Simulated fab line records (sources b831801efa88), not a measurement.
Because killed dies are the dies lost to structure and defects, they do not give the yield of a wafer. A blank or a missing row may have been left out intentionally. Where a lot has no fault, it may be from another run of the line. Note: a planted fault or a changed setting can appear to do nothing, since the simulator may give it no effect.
fab line records    flow gf180mcu
[record] lots = 5  wafers = 14  lastDay = 33
route steps=602 shown HV_LDD@197 PASSIVATION@602
lots untouched by any fault: they come from a run of this same line in which no faults occurred
startH: start of the lot's first displayed wafer, in hours after the record's first day    waitH: how many hours have passed since the lot's step before this one    " as in the row above    L1.1+2: several wafers, shown together as one row    - no value, or no start given    * or withheld: withheld    < > ~ a bound
route shown NAME@n: a module of which the file shows steps, and the number in the route of the first    usual: mean and standard deviation over wafers with no fault    same: alike in all rows    chamber/n: place in a boat    sites: per-site readings    _std_site: their standard deviation    _edge_site: mean of outer sites minus mean of inner sites    radiusMm: for every site, how far away it sits from the centre of the wafer    mask NAME#n: copy n    behind: tool/chamber where the wafer was last shaped    hold: why the lot was held/for how many hours/how that ended    device: the transistor (n, p or np) that didn't switch    end of line: the tests these same wafers got at the end of their route    a step given without rows: its recipe and nothing more    killed: at the first sort, the dies lost to defects and structure; wafer yield is something else    map: a wafer's dies, marking killed ones x, the rest . and places with no die _
set.NAME: the setting as run; set.NAME@STEP: as run at that earlier step    model.NAME: the simulator's own value behind a step, which no gauge read
lots at some steps of the route; a table a step, a row a wafer
services: the hour from which a tool's chamber was out of use, counted from the record's first day as startH (under 0 if before that day), plus the number of hours and why
[[steps]]
[step GF_HV_LDD_IMPLANT_21]
[recipe] species = BF2  energyKev = 25  doseCm2 = 5e+13  tiltDeg = 7
[step GF_HV_LDD_STRIP_22]
[recipe] chemistry = O2/N2  powerW = 1400  pressureMtorr = 1500  platenTempC = 250  o2FlowSccm = 3000  n2FlowSccm = 300  overashFraction = 0.5
[usual] drypumpMotorCurrentA = 5.75/0.18  heaterPowerW = 344/17  oesProductAu = 0.716/0.0046  stripTimeToEndpointS = 12.64/0.038
lot.wafer  tool            chamber  startH  waitH  drypumpMotorCurrentA  heaterPowerW  oesProductAu  rfHoursCounterH  stripTimeToEndpointS
L320.1     plasmaAsher-04  0        261.14  0.1    5.95                  359           0.713         49               12.65
L320.4     "               1        "       "      5.49                  374           0.716         -                12.66
L320.5     "               0        "       "      5.95                  363           0.714         -                12.64
L321.2     plasmaAsher-03  0        265.29  0.1    5.82                  351           0.716         64               12.57
L321.4     "               1        "       "      5.61                  321           0.714         -                12.55
L321.5     "               1        "       "      5.57                  325           0.719         -                12.57
L327.3     plasmaAsher-03  0        312.87  0.1    5.83                  341           0.719         -                12.70
L327.5     "               0        "       "      5.82                  351           0.710         -                12.75
L334.1     plasmaAsher-04  0        364.99  0.1    5.96                  350           0.720         61               12.60
L334.2     "               1        "       "      5.47                  357           0.709         61               12.62
L334.4     "               0        "       "      5.95                  354           0.721         -                12.61
L335.3     plasmaAsher-04  0        382.43  0.1    5.95                  358           0.711         -                12.68
L335.4     "               1        "       "      5.46                  368           0.716         -                12.68
L335.5     "               0        "       "      5.93                  353           0.709         -                12.67
[step GF_HV_LDD_TW_MEAS_23]
[usual] HV_LDD_2_TW = 1059/12
lot.wafer  tool          chamber  startH  waitH  HV_LDD_2_TW
L320.1     filmMetro-03  -        261.24  0.1    1047
L320.4     "             -        "       "      1049
L320.5     "             -        "       "      1049
L321.2     filmMetro-04  -        265.40  0.1    1052
L321.4     "             -        "       "      1051
L321.5     "             -        "       "      1052
L327.3     filmMetro-04  -        312.96  0.1    1056
L327.5     "             -        "       "      1060
L334.1     filmMetro-03  -        365.09  0.1    1052
L334.2     "             -        "       "      1054
L334.4     "             -        "       "      1051
L335.3     filmMetro-04  -        382.51  0.1    1067
L335.4     "             -        "       "      1053
L335.5     "             -        "       "      1061
[step GF_HV_LDD_DEHYDRATE_24]
[recipe] tempC = 200  timeS = 60
[step GF_HV_LDD_HMDS_25]
[recipe] primeTimeS = 60  primeTempC = 120
[step GF_HV_LDD_COAT_26]
[recipe] resist = NOVOLAK  spinRpm = 3000  resistThkNm = 1000
[step GF_HV_LDD_SOFTBAKE_27]
[recipe] tempC = 90  timeS = 60  resist = NOVOLAK
[step GF_HV_LDD_EXPOSE_28]
[recipe] maskId = Nplus_HV_AREA  targetCdNm = 400  na = 0.6  sourceShape = conventional  sigmaOuter = 0.6  doseMj = 140
[step GF_HV_LDD_PEB_29]
[recipe] tempC = withheld  timeS = *  resist = NOVOLAK
[step GF_HV_LDD_DEVELOP_30]
[recipe] developTimeS = 60  devTempC = 23
[step GF_HV_LDD_CD_MEAS_31]
[recipe] targetCdNm = 400
[usual] cdNm = 400.0/2.7
lot.wafer  tool      chamber  startH  waitH  cdNm
L320.1     cdSem-02  -        280.18  0.1    396.2
L320.4     "         -        "       "      395.1
L320.5     "         -        "       "      397.5
L321.2     cdSem-01  -        285.05  0.1    400.6
L321.4     "         -        "       "      401.3
L321.5     "         -        "       "      399.1
L327.3     cdSem-02  -        333.63  0.1    398.3
L327.5     "         -        "       "      399.1
L334.1     cdSem-02  -        387.86  0.1    401.1
L334.2     "         -        "       "      400.6
L334.4     "         -        "       "      399.2
L335.3     cdSem-02  -        405.25  0.1    402.0
L335.4     "         -        "       "      402.8
L335.5     "         -        "       "      400.7
[step GF_HV_LDD_OVL_MEAS_32]
[usual] HV_LDD_02_OVL = -0.9/1.4
lot.wafer  tool        chamber  startH  waitH  HV_LDD_02_OVL[nm]
L320.1     overlay-01  -        280.30  0.1    -0.9
L320.4     "           -        "       "      -0.7
L320.5     "           -        "       "      -1.2
L321.2     overlay-01  -        285.16  0.1    -2.6
L321.4     "           -        "       "      -0.9
L321.5     "           -        "       "      0.1
L327.3     overlay-01  -        333.72  0.1    2.2
L327.5     "           -        "       "      2.2
L334.1     overlay-02  -        387.98  0.1    0.3
L334.2     "           -        "       "      -1.0
L334.4     "           -        "       "      0.0
L335.3     overlay-02  -        405.34  0.1    -2.9
L335.4     "           -        "       "      -3.0
L335.5     "           -        "       "      -1.3
[step GF_HV_LDD_IMPLANT_33]
[recipe] species = P  energyKev = 60  doseCm2 = 7.5e+12  tiltDeg = 30  rotationDeg = 0
lot.wafer   tool          chamber  startH  waitH
L320.1+4+5  implanter-01  0        280.34  0.0
L321.2+4+5  implanter-02  0        285.21  0.0
L327.3+5    implanter-01  0        333.79  0.1
L334.1+2+4  implanter-02  0        388.02  0.0
L335.3+4+5  implanter-02  0        405.42  0.1
[step GF_HV_LDD_IMPLANT_34]
[recipe] species = P  energyKev = 60  doseCm2 = 7.5e+12  tiltDeg = 30  rotationDeg = 90
[step GF_HV_LDD_IMPLANT_35]
[recipe] species = P  energyKev = 60  doseCm2 = 7.5e+12  tiltDeg = 30  rotationDeg = 180
[step GF_HV_LDD_IMPLANT_36]
[recipe] species = P  energyKev = 60  doseCm2 = 7.5e+12  tiltDeg = 30  rotationDeg = 270
[step GF_HV_LDD_STRIP_37]
[recipe] chemistry = O2/N2  powerW = 1400  pressureMtorr = 1500  platenTempC = 250  o2FlowSccm = 3000  n2FlowSccm = 300  overashFraction = 0.5
[usual] drypumpMotorCurrentA = 5.79/0.2  heaterPowerW = 344/17  oesProductAu = 0.716/0.0044  stripTimeToEndpointS = 12.64/0.038
lot.wafer  tool            chamber  startH  waitH  drypumpMotorCurrentA  heaterPowerW  oesProductAu  rfHoursCounterH  stripTimeToEndpointS
L320.1     plasmaAsher-02  0        280.94  0.1    5.81                  329           0.720         14               12.67
L320.4     "               0        "       "      5.80                  333           0.716         -                12.67
L320.5     "               1        "       "      6.12                  368           0.719         -                12.68
L321.2     plasmaAsher-02  1        285.79  0.1    6.18                  357           0.719         14               12.64
L321.4     "               1        "       "      6.15                  356           0.716         -                12.63
L321.5     "               1        "       "      6.14                  363           0.718         -                12.68
L327.3     plasmaAsher-04  0        334.38  0.1    5.96                  363           0.718         -                12.64
L327.5     "               1        "       "      5.47                  365           0.720         -                12.64
L334.1     plasmaAsher-03  1        388.62  0.1    5.58                  327           0.715         77               12.63
L334.2     "               0        "       "      5.83                  345           0.708         77               12.62
L334.4     "               0        "       "      5.84                  348           0.714         -                12.66
L335.3     plasmaAsher-03  0        406.00  0.1    5.84                  332           0.710         -                12.62
L335.4     "               1        "       "      5.58                  319           0.720         -                12.68
L335.5     "               0        "       "      5.82                  344           0.712         -                12.63
[step GF_HV_LDD_TW_MEAS_38]
[usual] HV_LDD_3_TW = 1446/18
lot.wafer  tool          chamber  startH  waitH  HV_LDD_3_TW
L320.1     filmMetro-04  -        281.04  0.1    1433
L320.4     "             -        "       "      1420
L320.5     "             -        "       "      1434
L321.2     filmMetro-01  -        285.90  0.1    1485
L321.4     "             -        "       "      1477
L321.5     "             -        "       "      1475
L327.3     filmMetro-01  -        334.46  0.1    1454
L327.5     "             -        "       "      1440
L334.1     filmMetro-03  -        388.72  0.1    1439
L334.2     "             -        "       "      1431
L334.4     "             -        "       "      1435
L335.3     filmMetro-04  -        406.09  0.1    1433
L335.4     "             -        "       "      1438
L335.5     "             -        "       "      1435
[step GF_HV_LDD_DEHYDRATE_39]
[recipe] tempC = 200  timeS = 60
[step GF_HV_LDD_HMDS_40]
[recipe] primeTimeS = 60  primeTempC = 120
[step GF_HV_LDD_COAT_41]
[recipe] resist = NOVOLAK  spinRpm = 3000  resistThkNm = 1000
[step GF_HV_LDD_SOFTBAKE_42]
[recipe] tempC = 90  timeS = 60  resist = NOVOLAK
[step GF_HV_LDD_EXPOSE_43]
[recipe] maskId = Pplus_HV_AREA  targetCdNm = 400  na = 0.6  sourceShape = conventional  sigmaOuter = 0.6  doseMj = 140
[step GF_HV_LDD_PEB_44]
[recipe] tempC = withheld  timeS = *  resist = NOVOLAK
[step GF_HV_LDD_DEVELOP_45]
[recipe] developTimeS = 60  devTempC = 23
[step GF_HV_LDD_CD_MEAS_46]
[recipe] targetCdNm = 400
[usual] cdNm = 399.3/1.8
lot.wafer  tool      chamber  startH  waitH  cdNm
L320.1     cdSem-01  -        301.28  0.1    401.2
L320.4     "         -        "       "      399.7
L320.5     "         -        "       "      402.5
L321.2     cdSem-02  -        306.23  0.1    400.4
L321.4     "         -        "       "      400.2
L321.5     "         -        "       "      402.4
L327.3     cdSem-02  -        355.77  0.1    397.7
L327.5     "         -        "       "      397.7
L334.1     cdSem-02  -        411.43  0.1    403.8
L334.2     "         -        "       "      402.7
L334.4     "         -        "       "      401.7
L335.3     cdSem-02  -        430.23  0.1    397.4
L335.4     "         -        "       "      396.8
L335.5     "         -        "       "      398.8
[step GF_HV_LDD_OVL_MEAS_47]
[usual] HV_LDD_03_OVL = 0.3/1.5
lot.wafer  tool        chamber  startH  waitH  HV_LDD_03_OVL[nm]
L320.1     overlay-01  -        301.40  0.1    0.6
L320.4     "           -        "       "      1.1
L320.5     "           -        "       "      2.8
L321.2     overlay-02  -        306.34  0.1    0.1
L321.4     "           -        "       "      0.4
L321.5     "           -        "       "      0.0
L327.3     overlay-01  -        355.86  0.1    -0.5
L327.5     "           -        "       "      -0.2
L334.1     overlay-02  -        411.55  0.1    0.8
L334.2     "           -        "       "      1.5
L334.4     "           -        "       "      2.1
L335.3     overlay-02  -        430.32  0.1    -0.6
L335.4     "           -        "       "      -0.3
L335.5     "           -        "       "      -0.2
[step GF_HV_LDD_IMPLANT_48]
[recipe] species = B  energyKev = 25  doseCm2 = 3e+13  tiltDeg = 7
[step GF_HV_LDD_STRIP_49]
[recipe] chemistry = O2/N2  powerW = 1400  pressureMtorr = 1500  platenTempC = 250  o2FlowSccm = 3000  n2FlowSccm = 300  overashFraction = 0.5
[usual] drypumpMotorCurrentA = 5.82/0.22  heaterPowerW = 348/17  oesProductAu = 0.716/0.0045  stripTimeToEndpointS = 12.63/0.036
lot.wafer  tool            chamber  startH  waitH  drypumpMotorCurrentA  heaterPowerW  oesProductAu  rfHoursCounterH  stripTimeToEndpointS
L320.1     plasmaAsher-03  1        301.59  0.1    5.68                  322           0.712         68               12.64
L320.4     "               0        "       "      5.86                  351           0.723         -                12.66
L320.5     "               0        "       "      5.82                  345           0.707         -                12.65
L321.2     plasmaAsher-03  0        306.52  0.1    5.89                  346           0.715         68               12.62
L321.4     "               0        "       "      5.88                  337           0.709         -                12.64
L321.5     "               1        "       "      5.60                  325           0.719         -                12.65
L327.3     plasmaAsher-02  0        356.07  0.1    5.81                  329           0.716         -                12.65
L327.5     "               1        "       "      6.14                  359           0.710         -                12.64
L334.1     plasmaAsher-04  1        411.74  0.1    5.48                  365           0.717         66               12.61
L334.2     "               0        "       "      5.96                  360           0.712         66               12.60
L334.4     "               1        "       "      5.48                  357           0.714         -                12.60
L335.3     plasmaAsher-03  1        430.53  0.1    5.56                  328           0.720         -                12.59
L335.4     "               0        "       "      5.80                  343           0.714         -                12.62
L335.5     "               1        "       "      5.60                  327           0.715         -                12.62
[step GF_HV_LDD_TW_MEAS_50]
[usual] HV_LDD_4_TW = 570/4.9
lot.wafer  tool          chamber  startH  waitH  HV_LDD_4_TW
L320.1     filmMetro-03  -        301.69  0.1    565
L320.4     "             -        "       "      566
L320.5     "             -        "       "      565
L321.2     filmMetro-03  -        306.63  0.1    564
L321.4     "             -        "       "      567
L321.5     "             -        "       "      566
L327.3     filmMetro-04  -        356.16  0.1    570
L327.5     "             -        "       "      567
L334.1     filmMetro-01  -        411.84  0.1    581
L334.2     "             -        "       "      581
L334.4     "             -        "       "      582
L335.3     filmMetro-04  -        430.61  0.1    566
L335.4     "             -        "       "      563
L335.5     "             -        "       "      565
[step GF_HV_LDD_CLEAN_51]
[recipe] chemistry = SC1/SC2  mix = 1:4:20  tempC = 70  timeS = 150  dry = n2Spin
[step GF_HV_LDD_RTA_52]
[recipe] tempC = 1000  timeS = 10  ambient = N2
[usual] annealTempCMax = 1003.9/0.8  chamberO2Ppm = 1.998/0.023  lampPowerPct = 37.7/0.91  wafer_temp_C_max = 1004.9/0.94
lot.wafer  tool          chamber  startH  waitH  annealTempCMax  chamberO2Ppm  lampPowerPct  wafer_temp_C_max
L320.1     rtpAnneal-01  0        301.80  0.0    1003.6          2.017         38.5          1005.5
L320.4     "             0        "       "      1004.0          2.042         38.5          1004.3
L320.5     "             0        "       "      1004.8          2.045         38.5          1005.5
L321.2     rtpAnneal-02  0        306.74  0.0    1002.8          1.990         36.7          1004.0
L321.4     "             0        "       "      1002.9          1.981         36.7          1003.6
L321.5     "             0        "       "      1003.0          2.012         36.7          1005.6
L327.3     rtpAnneal-02  0        356.32  0.0    1002.9          1.974         36.8          1004.8
L327.5     "             0        "       "      1002.3          1.991         36.8          1004.8
L334.1     rtpAnneal-02  0        411.95  0.0    1003.5          2.003         36.7          1003.7
L334.2     "             0        "       "      1003.2          1.989         36.6          1005.8
L334.4     "             0        "       "      1002.9          2.018         36.7          1006.4
L335.3     rtpAnneal-02  0        430.72  0.0    1003.9          1.986         36.7          1003.7
L335.4     "             0        "       "      1003.8          1.989         36.7          1005.0
L335.5     "             0        "       "      1004.4          1.979         36.7          1004.4
[step GF_HV_LDD_RS_MEAS_53]
[recipe] thkMeasGauge = four-point-probe
[usual] HV_LDD_RS = 418.2/0.94
lot.wafer  tool          chamber  startH  waitH  HV_LDD_RS[ohm/sq]
L320.1     filmMetro-01  -        301.87  0.1    418.1
L320.4     "             -        "       "      418.4
L320.5     "             -        "       "      417.3
L321.2     filmMetro-01  -        306.82  0.1    416.2
L321.4     "             -        "       "      417.0
L321.5     "             -        "       "      417.3
L327.3     filmMetro-01  -        356.40  0.1    418.3
L327.5     "             -        "       "      421.7
L334.1     filmMetro-01  -        412.02  0.1    418.5
L334.2     "             -        "       "      418.8
L334.4     "             -        "       "      419.0
L335.3     filmMetro-03  -        430.81  0.1    418.9
L335.4     "             -        "       "      418.3
L335.5     "             -        "       "      419.8
[step GF_HV_LDD_CVD_54]
[recipe] material = SiO2  targetThkNm = 10  precursor = TEOS  tempC = 680  timeS = 75  pressureMtorr = 400
[step GF_PASSIVATION_PROBE_99]
lot.wafer  tool       chamber  startH  waitH  model.etest.nldd_6p0.lineOhmUm  model.etest.nldd_6p0.rsOhmSq  model.etest.nldd_6p0.rsOhmSqRange  model.etest.nldd_6p0.rsOhmSqRimLessCentre
L320.1     prober-02  -        700.96  0.1    4574                            1392                          36                                 -13.43
L320.4     prober-02  -        701.11  0.2    4593                            1390                          63.89                              1.097
L320.5     prober-02  -        701.16  0.2    4588                            1387                          29.62                              2.493
L321.2     prober-01  -        705.48  0.1    4698                            1396                          38.99                              -8.972
L321.4     prober-01  -        705.58  0.2    4751                            1393                          22.58                              -13.69
L321.5     prober-01  -        705.63  0.2    4760                            1384                          43.22                              -2.615
L327.3     prober-01  -        745.92  0.2    4712                            1411                          33.84                              -16.47
L327.5     prober-01  -        746.02  0.2    5129                            1485                          110.6                              -55.91
L334.1     prober-02  -        786.36  0.1    4679                            1394                          42.91                              -24.61
L334.2     prober-02  -        786.41  0.1    4667                            1405                          27.66                              12.29
L334.4     prober-02  -        786.51  0.2    4773                            1407                          33.59                              -14.59
L335.3     prober-01  -        799.49  0.2    4664                            1399                          31.65                              -21.56
L335.4     prober-01  -        799.54  0.2    4634                            1388                          34.48                              -12.88
L335.5     prober-01  -        799.59  0.2    4612                            1383                          18.91                              -5.079
// killed by level:class
L320.1 CONTACT:geometricParticle:open=6 V3:geometricParticle:open=5 V1:geometricParticle:open=3 V5:geometricParticle:open=3 STI:geometricParticle:short=2 HV_LDD:geometricParticle:open=2 M4:geometricParticle:short=2 V4:geometricParticle:short=2
L320.4 V3:geometricParticle:open=5 M3:geometricParticle:short=5 V4:geometricParticle:open=5 CONTACT:geometricParticle:open=4 V4:geometricParticle:short=4 V5:geometricParticle:open=4 V1:geometricParticle:short=3 V2:geometricParticle:short=3
L320.5 V3:geometricParticle:open=6 CONTACT:geometricParticle:open=6 STI:geometricParticle:short=4 V1:geometricParticle:open=4 V3:geometricParticle:short=4 V4:geometricParticle:short=4 M1:geometricParticle:short=2 M2:geometricParticle:open=2
L321.2 V4:geometricParticle:open=7 V5:geometricParticle:open=6 CONTACT:geometricParticle:open=4 V5:geometricParticle:short=4 V1:geometricParticle:open=3 V2:geometricParticle:short=3 V3:geometricParticle:open=3 SAB:geometricParticle:open=2
L321.4 CONTACT:geometricParticle:open=7 V5:geometricParticle:open=7 V2:geometricParticle:open=5 V1:geometricParticle:open=4 STI:geometricParticle:open=3 M1:geometricParticle:short=3 STI:geometricParticle:short=2 SALICIDE:geometricParticle:short=2
L321.5 V3:geometricParticle:open=8 V2:geometricParticle:open=6 CONTACT:geometricParticle:open=4 V1:geometricParticle:open=4 V1:geometricParticle:short=4 STI:geometricParticle:open=2 STI:geometricParticle:short=2 M1:geometricParticle:short=2
L334.1 V4:geometricParticle:open=8 CONTACT:geometricParticle:open=7 CONTACT:geometricParticle:short=6 V3:geometricParticle:open=5 V5:geometricParticle:open=5 STI:geometricParticle:open=4 POLY_GATE:geometricParticle:short=4 V2:geometricParticle:short=4
L334.2 V5:geometricParticle:open=6 V1:geometricParticle:open=5 CONTACT:geometricParticle:short=3 V4:geometricParticle:open=3 V4:geometricParticle:short=3 CONTACT:geometricParticle:open=2 M1:geometricParticle:short=2 M2:geometricParticle:open=2
L334.4 CONTACT:geometricParticle:open=9 M2:geometricParticle:short=4 V1:geometricParticle:open=4 POLY_GATE:geometricParticle:open=3 V2:geometricParticle:short=3 V2:geometricParticle:open=3 STI:geometricParticle:short=2 M1:geometricParticle:short=2
L335.3 V5:geometricParticle:open=6 V1:geometricParticle:open=5 CONTACT:geometricParticle:open=4 V3:geometricParticle:open=4 M1:geometricParticle:short=3 V1:geometricParticle:short=3 STI:geometricParticle:open=2 V2:geometricParticle:short=2
L335.4 CONTACT:geometricParticle:open=5 V3:geometricParticle:open=5 V1:geometricParticle:open=4 V2:geometricParticle:open=4 V5:geometricParticle:open=4 CONTACT:geometricParticle:short=3 M3:geometricParticle:short=3 M1:geometricParticle:short=3
L335.5 V1:geometricParticle:open=7 V2:geometricParticle:open=6 CONTACT:geometricParticle:open=4 M1:geometricParticle:short=4 V3:geometricParticle:open=4 STI:geometricParticle:short=3 CONTACT:geometricParticle:short=3 M3:geometricParticle:short=3
[[services]]
tool            chamber  startH  hours  kind
rtpAnneal-01    -        252.18  3.5    pm
implanter-02    -        273.05  2.9    repair
implanter-01    -        294.65  1.4    repair
implanter-02    -        333.12  19.7   pm
plasmaAsher-02  -        382.33  7.3    repair
plasmaAsher-03  -        421.25  9.0    pm
plasmaAsher-03  0        421.25  9.0    ventCycle
plasmaAsher-03  1        421.25  9.0    ventCycle
plasmaAsher-03  0        430.25  -      clean
plasmaAsher-03  1        430.25  -      clean
[[key]]
[firstSign] step = GF_HV_LDD_RS_MEAS_53  reading = HV_LDD_RS  direction = up  sigmas = 3.8  usual = 418.2  struck = 421.7
effect none on later readings
[modelEffect] step = GF_PASSIVATION_PROBE_99  value = etest.nldd_6p0.lineOhmUm  without = 4838  struck = 5129
metAt GF_HV_LDD_IMPLANT_33
struckWafers L327.5
sortLeftOut L327.5
testerLeftOut L327
onsetBetween 280.34 333.79
[fault] kind = processParameterDrift  tool = implanter-01  chamber = -  onsetH = 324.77  steps = GF_HV_LDD_IMPLANT_33  channel = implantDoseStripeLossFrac  offset = 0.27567  shape = step  endH = 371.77  scope = struckWafersOnly
// testerLeftOut: of these lots the tester's yield and bins aren't shown, on N5 and GAA mostly nor the transistor test; their killed dies are dies lost to structure and defects alone, not to doping, threshold or leakage, so they don't give the yield
// sortLeftOut: the simulated sort isn't trusted on such a fault, so these wafers' sort isn't shown, and their yield isn't known
